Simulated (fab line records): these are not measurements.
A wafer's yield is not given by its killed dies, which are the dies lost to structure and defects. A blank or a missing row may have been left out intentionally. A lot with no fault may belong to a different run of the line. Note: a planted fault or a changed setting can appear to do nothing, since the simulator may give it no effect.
Which tool is to blame? + flow gf180mcu + 42 wafers from 14 lots sampled at 6 of the route's 602 steps

## WHAT THE GAUGES READ, wafer by wafer
GF_STI_BOW_MEAS_00.
| lot  | measured    | on            | INCOMING_BOW (um) |
|------|-------------|---------------|-------------------|
| L918 | day 1 10:00 | film_metro-04 | -17 0 -2          |
| L922 | day 2 06:00 | film_metro-02 | -7 5 12           |
| L923 | day 2 11:01 | film_metro-02 | -1 3 -5           |
| L924 | day 2 16:00 | film_metro-03 | -7 -2 -2          |
| L925 | day 2 21:00 | film_metro-03 | -8 -3 10          |
| L927 | day 3 07:00 | film_metro-02 | 7 2 6             |
| L930 | day 3 22:02 | film_metro-02 | -7 5 1            |
| L934 | day 4 18:00 | film_metro-03 | -4 -2 4           |
| L935 | day 4 23:00 | film_metro-04 | -9 17 8           |
| L937 | day 5 09:01 | film_metro-03 | 5 5 2             |
| L938 | day 5 14:00 | film_metro-02 | -4 -4 -8          |
| L939 | day 5 19:00 | film_metro-03 | 18 8 -10          |
| L940 | day 6 00:00 | film_metro-02 | 8 8 4             |
| L941 | day 6 05:00 | film_metro-02 | -3 1 -4           |

GF_STI_CD_MEAS_12 targets a cd of 220 nm.
| lot  | measured    | on        | cd_nm (nm)        |
|------|-------------|-----------|-------------------|
| L918 | day 2 00:51 | cd_sem-02 | 220.0 219.3 220.7 |
| L922 | day 2 22:15 | cd_sem-01 | 218.5 217.5 218.3 |
| L923 | day 3 02:46 | cd_sem-02 | 219.8 219.5 220.4 |
| L924 | day 3 08:58 | cd_sem-01 | 219.9 220.0 219.8 |
| L925 | day 3 14:44 | cd_sem-01 | 222.8 220.7 222.7 |
| L927 | day 3 23:12 | cd_sem-02 | 219.2 221.0 219.0 |
| L930 | day 4 14:55 | cd_sem-02 | 220.5 219.6 219.4 |
| L934 | day 5 11:29 | cd_sem-02 | 219.9 222.2 220.9 |
| L935 | day 5 17:06 | cd_sem-02 | 219.8 218.7 217.7 |
| L937 | day 6 03:45 | cd_sem-01 | 218.5 217.9 217.9 |
| L938 | day 6 08:23 | cd_sem-02 | 219.0 219.1 219.5 |
| L939 | day 6 14:08 | cd_sem-02 | 218.7 218.2 219.3 |
| L940 | day 6 18:26 | cd_sem-01 | 219.5 219.6 220.3 |
| L941 | day 7 02:12 | cd_sem-01 | 217.2 217.1 217.0 |

GF_LVPWELL_OVL_MEAS_07.
| lot  | measured    | on         | LVPWELL_OVL (nm) |
|------|-------------|------------|------------------|
| L918 | day 3 20:52 | overlay-02 | 0.8 0.3 1.3      |
| L922 | day 4 19:26 | overlay-02 | -0.6 1.9 -0.2    |
| L923 | day 5 00:21 | overlay-02 | -1.8 -0.1 -1.0   |
| L924 | day 5 07:16 | overlay-01 | -0.2 0.0 0.5     |
| L925 | day 5 15:15 | overlay-02 | 1.0 1.5 0.4      |
| L927 | day 5 23:07 | overlay-01 | 1.0 -1.0 -1.2    |
| L930 | day 6 14:50 | overlay-02 | 1.1 0.1 0.4      |
| L934 | day 7 15:37 | overlay-02 | 1.1 -0.1 -0.6    |
| L935 | day 7 19:55 | overlay-02 | 0.9 0.5 1.1      |
| L937 | day 8 07:55 | overlay-02 | 0.7 -0.6 0.0     |
| L938 | day 8 12:33 | overlay-01 | 0.2 -2.3 -1.3    |
| L939 | day 8 18:54 | overlay-02 | 0.6 0.3 1.2      |
| L940 | day 8 23:37 | overlay-01 | 0.1 1.4 -1.4     |
| L941 | day 9 08:19 | overlay-01 | -2.3 -2.2 -1.1   |

GF_MVPSD_TW_MEAS_11.
| lot  | measured     | on            | MVPSD_TW    |
|------|--------------|---------------|-------------|
| L918 | day 5 01:34  | film_metro-03 | 545 542 548 |
| L922 | day 6 01:18  | film_metro-01 | 564 565 560 |
| L923 | day 6 06:10  | film_metro-01 | 568 568 565 |
| L924 | day 6 13:24  | film_metro-04 | 553 552 554 |
| L925 | day 6 22:07  | film_metro-04 | 556 558 556 |
| L927 | day 7 06:40  | film_metro-01 | 563 563 563 |
| L930 | day 8 00:10  | film_metro-01 | 563 561 562 |
| L934 | day 9 01:37  | film_metro-01 | 529 531 531 |
| L935 | day 9 05:37  | film_metro-04 | 525 526 523 |
| L937 | day 9 19:16  | film_metro-04 | 553 552 552 |
| L938 | day 10 00:10 | film_metro-03 | 547 543 546 |
| L939 | day 10 06:28 | film_metro-04 | 552 552 549 |
| L940 | day 10 11:22 | film_metro-01 | 562 561 561 |
| L941 | day 10 20:18 | film_metro-03 | 550 550 549 |

GF_VT_IMPLANT_RS_MEAS_49: a four-point-probe measurement.
| lot  | measured     | on            | MVPSD_RS (ohm/sq)    |
|------|--------------|---------------|----------------------|
| L918 | day 7 15:08  | film_metro-01 | 1168.4 1170.6 1168.4 |
| L922 | day 8 17:00  | film_metro-01 | 1172.7 1172.5 1171.5 |
| L923 | day 8 22:19  | film_metro-01 | 1163.9 1162.3 1165.7 |
| L924 | day 9 07:17  | film_metro-03 | 1168.5 1167.7 1166.9 |
| L925 | day 9 16:55  | film_metro-01 | 1171.5 1170.7 1165.7 |
| L927 | day 10 02:01 | film_metro-03 | 1167.7 1167.2 1168.5 |
| L930 | day 10 21:11 | film_metro-03 | 1171.1 1172.3 1169.9 |
| L934 | day 12 01:36 | film_metro-04 | 1529.1 1531.6 1535.3 |
| L935 | day 12 04:48 | film_metro-04 | 1537.3 1538.3 1535.5 |
| L937 | day 12 20:46 | film_metro-03 | 1166.0 1169.9 1169.2 |
| L938 | day 13 02:38 | film_metro-04 | 1172.0 1172.6 1172.7 |
| L939 | day 13 10:24 | film_metro-04 | 1168.3 1166.2 1169.4 |
| L940 | day 13 16:14 | film_metro-04 | 1170.2 1170.2 1169.7 |
| L941 | day 14 03:14 | film_metro-03 | 1172.5 1170.9 1170.8 |

## TOOL THAT RAN EACH LOT (tool first, then ch and the chambers of the sampled wafers, then the start)
| lot  | GF_MVPSD_IMPLANT_09             |
|------|---------------------------------|
| L918 | implanter-04 ch 0, day 5 01:19  |
| L922 | implanter-04 ch 0, day 6 01:03  |
| L923 | implanter-01 ch 0, day 6 05:56  |
| L924 | implanter-01 ch 0, day 6 13:09  |
| L925 | implanter-01 ch 0, day 6 21:52  |
| L927 | implanter-04 ch 0, day 7 06:25  |
| L930 | implanter-03 ch 0, day 7 23:57  |
| L934 | implanter-03, day 9 01:22       |
| L935 | implanter-04, day 9 05:22       |
| L937 | implanter-03 ch 0, day 9 19:02  |
| L938 | implanter-01 ch 0, day 9 23:55  |
| L939 | implanter-01 ch 0, day 10 06:13 |
| L940 | implanter-03 ch 0, day 10 11:07 |
| L941 | implanter-01 ch 0, day 10 20:03 |
- GF_MVPSD_IMPLANT_09

## AS READ BY THE TOOLS THEMSELVES (means over the sampled wafers that have a number; for cases with no such wafer, the mark the record gives instead)
GF_MVPSD_IMPLANT_09.
| lot  | tool         | beam_energy_keV | beam_on_s (s) | faraday_current_uA |
|------|--------------|-----------------|---------------|--------------------|
| L918 | implanter-04 | 40.002          | 9.92          | 28.5               |
| L922 | implanter-04 | 39.994          | 10.23         | 27.5               |
| L923 | implanter-01 | 40.007          | 10.02         | 28.2               |
| L924 | implanter-01 | 39.998          | 10.06         | 28.1               |
| L925 | implanter-01 | 39.991          | 9.97          | 28.3               |
| L927 | implanter-04 | 39.996          | 10.07         | 28.0               |
| L930 | implanter-03 | 40.006          | 9.96          | 28.3               |
| L934 | implanter-03 | -               | -             | -                  |
| L935 | implanter-04 | -               | -             | -                  |
| L937 | implanter-03 | 40.005          | 10.15         | 27.8               |
| L938 | implanter-01 | 40.009          | 10.12         | 27.9               |
| L939 | implanter-01 | 40.004          | 9.86          | 28.6               |
| L940 | implanter-03 | 40.010          | 9.99          | 28.2               |
| L941 | implanter-01 | 40.000          | 9.87          | 28.6               |

## THE ANSWER, worked out from the rows above alone
Rule: the usual values come from the lots themselves. Put in order of their means at a reading, lots are off if they are a third of the lots or fewer, leave a main group of 4 or more, and stand apart from it by a gap of 3 or more times the standard deviation of the main group's means; of several such gaps the widest counts. If all means in a main group match to the digits the tables above print for the reading, that group is not used. A lot without any number at a reading at which 4 lots or more have one is off too. The other lots that the step has rows for count as sound. The gauges are gone through in route order, then the tools' own readings, and for those a lot's mean is taken as printed above. The first step at which some lot is off is used, and at that step the reading that is off furthest; a lot without a number counts as furthest.
Off: L934, L935, seen at GF_VT_IMPLANT_RS_MEAS_49 (MVPSD_RS). The main group has a mean of 1169.3 ohm/sq with a standard deviation of 2.3.
A tool fits if, at a process step before that reading, it ran every lot that is off, and no sound lot after the first of them. Not tried: the gauges at GF_VT_IMPLANT_RS_MEAS_49; whatever is off there is also off at GF_MVPSD_IMPLANT_09, on other tools, and gauge error can't account for it. No candidate that was tried fits.

## WHAT HAD BEEN PUT IN BY THE SIMULATOR
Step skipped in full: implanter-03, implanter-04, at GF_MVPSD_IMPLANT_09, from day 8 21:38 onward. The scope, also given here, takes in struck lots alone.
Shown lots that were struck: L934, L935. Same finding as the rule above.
